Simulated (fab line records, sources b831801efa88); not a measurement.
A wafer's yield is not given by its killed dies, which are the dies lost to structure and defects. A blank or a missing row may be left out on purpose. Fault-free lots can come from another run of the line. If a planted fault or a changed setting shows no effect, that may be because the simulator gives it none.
Which tool was responsible? :: flow gf180mcu :: 7 lots with 21 wafers sampled at 4 steps, on a route of 602 steps

WHAT EACH GAUGE READ, for each wafer
GF_LVPWELL_TW_MEAS_11.
lot: L542
measured: day 4 08:09
on: film metro-02
LVPWELL_TW: 557 557 561

lot: L545
measured: day 5 02:35
on: film metro-01
LVPWELL_TW: 30 30 30

lot: L551
measured: day 6 13:35
on: film metro-02
LVPWELL_TW: 557 563 561

lot: L555
measured: day 7 11:58
on: film metro-02
LVPWELL_TW: 560 558 558

lot: L557
measured: day 8 07:00
on: film metro-02
LVPWELL_TW: 557 557 560

lot: L559
measured: day 8 12:37
on: film metro-01
LVPWELL_TW: 567 565 563

lot: L562
measured: day 9 05:31
on: film metro-02
LVPWELL_TW: 559 555 556

TOOL THAT RAN EACH LOT (tool first, then ch and the chambers of the sampled wafers, then the start)
lot: L542
GF_STI_ETCH_13: rie diel-04 ch 0,2, day 2 12:40
GF_NWELL_STRIP_10: plasma asher-04 ch 0,1, day 3 18:08
GF_LVPWELL_STRIP_10: plasma asher-01 ch 0,1, day 4 08:02

lot: L545
GF_STI_ETCH_13: rie diel-01 ch 2,3, day 3 03:53
GF_NWELL_STRIP_10: plasma asher-04 ch 1, day 4 11:29
GF_LVPWELL_STRIP_10: plasma asher-04 ch 0,1, day 5 02:28

lot: L551
GF_STI_ETCH_13: rie diel-04 ch 1,2,3, day 4 12:28
GF_NWELL_STRIP_10: plasma asher-04 ch 0,1, day 5 22:09
GF_LVPWELL_STRIP_10: plasma asher-01 ch 0,1, day 6 13:28

lot: L555
GF_STI_ETCH_13: rie diel-01 ch 1,2,3, day 5 07:31
GF_NWELL_STRIP_10: plasma asher-04 ch 0,1, day 6 19:51
GF_LVPWELL_STRIP_10: plasma asher-04 ch 0,1, day 7 11:51

lot: L557
GF_STI_ETCH_13: rie diel-01 ch 0,1,3, day 5 20:13
GF_NWELL_STRIP_10: plasma asher-03 ch 0,1, day 7 13:27
GF_LVPWELL_STRIP_10: plasma asher-02 ch 0,1, day 8 06:54

lot: L559
GF_STI_ETCH_13: rie diel-04 ch 0,1,2, day 6 03:07
GF_NWELL_STRIP_10: plasma asher-04 ch 0,1, day 7 19:42
GF_LVPWELL_STRIP_10: plasma asher-01 ch 0,1, day 8 12:31

lot: L562
GF_STI_ETCH_13: rie diel-04 ch 0,1,3, day 6 23:10
GF_NWELL_STRIP_10: plasma asher-04 ch 0,1, day 8 12:59
GF_LVPWELL_STRIP_10: plasma asher-02 ch 0,1, day 9 05:26
- GF_STI_ETCH_13: etches the open film in CHF3/O2, stops on Si, target depth 282.31 nm, time 112.9 s.
- GF_NWELL_STRIP_10: strips in O2/N2.
- GF_LVPWELL_STRIP_10: strips in O2/N2.

THE ANSWER, worked out from the rows above alone
Rule: the usual values come from the lots themselves. The widest of any qualifying gaps counts: lots, ordered by their means at a reading, are off when they make up no more than a third of the lots, leave a main group of 4 or more, and stand apart from it by 3 or more times the standard deviation of that group's means. The tables above print the reading to a certain number of digits; a main group whose means all agree to those digits is not used. Also off: a lot with no number at a reading for which 4 or more lots have one. Where the step has rows for the other lots, those lots are counted as sound.
Off: L545, at GF_LVPWELL_TW_MEAS_11 (LVPWELL_TW). The main group has a mean of 560 with a standard deviation of 2.7.
A tool fits if, at a process step before that reading, it ran every lot that is off, and no sound lot after the first of them. The gauges at GF_LVPWELL_TW_MEAS_11 are tried like those tools. No candidate that was tried fits.

WHAT THE SIMULATOR HAD INSERTED
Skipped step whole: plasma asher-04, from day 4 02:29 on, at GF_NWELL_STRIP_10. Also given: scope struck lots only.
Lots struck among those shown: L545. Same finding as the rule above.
